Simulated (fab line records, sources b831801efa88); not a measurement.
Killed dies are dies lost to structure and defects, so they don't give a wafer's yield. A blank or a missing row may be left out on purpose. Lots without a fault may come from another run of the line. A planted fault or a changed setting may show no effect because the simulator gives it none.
Which tool did it? | flow sky130 | 13 lots, 39 wafers sampled, at 3 steps of a route of 708

WHAT THE GAUGES READ, wafer by wafer
SKY_FIELD_ISO_THK_MEAS_04.
lot  | measured    | on            | FIELD_ISO_CVD_03_THK (nm)
L612 | day 1 23:08 | film_metro-03 | 163.9 163.2 162.6
L613 | day 2 01:48 | film_metro-04 | 164.6 165.1 165.0
L614 | day 2 04:30 | film_metro-01 | 163.9 164.4 163.7
L615 | day 2 09:59 | film_metro-01 | 164.9 164.1 164.5
L617 | day 2 19:29 | film_metro-04 | 163.3 165.1 165.0
L618 | day 3 00:53 | film_metro-01 | 167.0 165.8 165.6
L620 | day 3 10:52 | film_metro-03 | 163.3 165.0 164.8
L621 | day 3 17:44 | film_metro-01 | 167.7 168.4 166.7
L623 | day 4 03:33 | film_metro-01 | 166.2 167.1 166.6
L624 | day 4 06:43 | film_metro-03 | 163.9 164.6 163.9
L627 | day 4 22:12 | film_metro-04 | 166.7 166.8 166.0
L628 | day 5 07:05 | film_metro-03 | 169.3 168.2 168.5
L633 | day 6 05:58 | film_metro-04 | 167.7 167.6 166.5

SKY_FIELD_ISO_THK_MEAS_23.
lot  | measured    | on            | FIELD_ISO_OXIDATION_01_THK (nm)
L612 | day 2 15:56 | film_metro-01 | 10.20 10.19 10.30
L613 | day 2 18:47 | film_metro-03 | 9.95 9.97 10.11
L614 | day 2 21:58 | film_metro-01 | 10.04 10.32 10.18
L615 | day 3 04:50 | film_metro-03 | 9.91 9.82 9.90
L617 | day 3 13:40 | film_metro-03 | 9.97 10.07 10.01
L618 | day 3 19:50 | film_metro-04 | 10.05 10.21 10.14
L620 | day 4 05:25 | film_metro-03 | 9.81 9.82 9.76
L621 | day 4 12:19 | film_metro-01 | 9.56 9.68 9.53
L623 | day 5 01:05 | film_metro-03 | 9.78 9.87 9.92
L624 | day 5 01:05 | film_metro-04 | 10.05 9.84 10.25
L627 | day 6 01:14 | film_metro-04 | 10.03 9.96 9.98
L628 | day 6 09:17 | film_metro-03 | 10.20 10.19 10.20
L633 | day 7 04:40 | film_metro-03 | 10.01 9.83 9.74

SKY_PWDE_OVL_MEAS_07.
lot  | measured    | on         | PWDE_OVL (nm)
L612 | day 4 04:02 | overlay-02 | -1.1 1.2 -0.1
L613 | day 4 06:54 | overlay-01 | -2.4 -0.9 -1.1
L614 | day 4 12:07 | overlay-01 | -2.6 -1.4 -0.4
L615 | day 4 19:54 | overlay-02 | 0.2 -0.9 -2.2
L617 | day 5 04:04 | overlay-01 | -0.4 -0.6 0.0
L618 | day 5 11:34 | overlay-02 | -1.7 0.2 0.2
L620 | day 5 21:08 | overlay-02 | 0.6 -0.8 1.6
L621 | day 6 03:37 | overlay-01 | -1.4 -0.8 -0.8
L623 | day 6 18:52 | overlay-02 | -0.9 -1.0 -0.3
L624 | day 6 19:14 | overlay-02 | -1.1 0.9 0.6
L627 | day 8 03:35 | overlay-02 | -2.9 -2.2 -4.1
L628 | day 8 08:38 | overlay-02 | 0.1 -0.7 1.1
L633 | day 9 01:31 | overlay-02 | -0.8 -2.8 0.1

WHICH TOOL RAN EACH LOT (tool, then ch and the chambers of the sampled wafers, then the start)
The record holds no process step before these readings.

WHAT THE TOOLS THEMSELVES READ (means of the sampled wafers that have a number; where no wafer has one, the mark that the record gives instead)
The record holds no such reading with a usual standard deviation.

THE ANSWER, worked out from the rows above alone
Rule: what is usual is taken from the lots themselves. Put in order of their means at a reading, lots are off if they are a third of the lots or fewer, leave a main group of 4 or more, and stand apart from it by a gap of 3 or more times the standard deviation of the main group's means; of several such gaps the widest counts. A main group whose means are all the same, to the digits that the tables above print for the reading, isn't used. A lot without any number at a reading at which 4 lots or more have one is off too. The other lots that the step has rows for count as sound. The gauges are gone through in route order, then the tools' own readings, and for those a lot's mean is taken as printed above. The first step at which some lot is off is used, and at that step the reading that is off furthest; a lot without a number counts as furthest.
No lot is off at any reading shown: from this, nothing can be told.

WHAT THE SIMULATOR HAD PUT IN
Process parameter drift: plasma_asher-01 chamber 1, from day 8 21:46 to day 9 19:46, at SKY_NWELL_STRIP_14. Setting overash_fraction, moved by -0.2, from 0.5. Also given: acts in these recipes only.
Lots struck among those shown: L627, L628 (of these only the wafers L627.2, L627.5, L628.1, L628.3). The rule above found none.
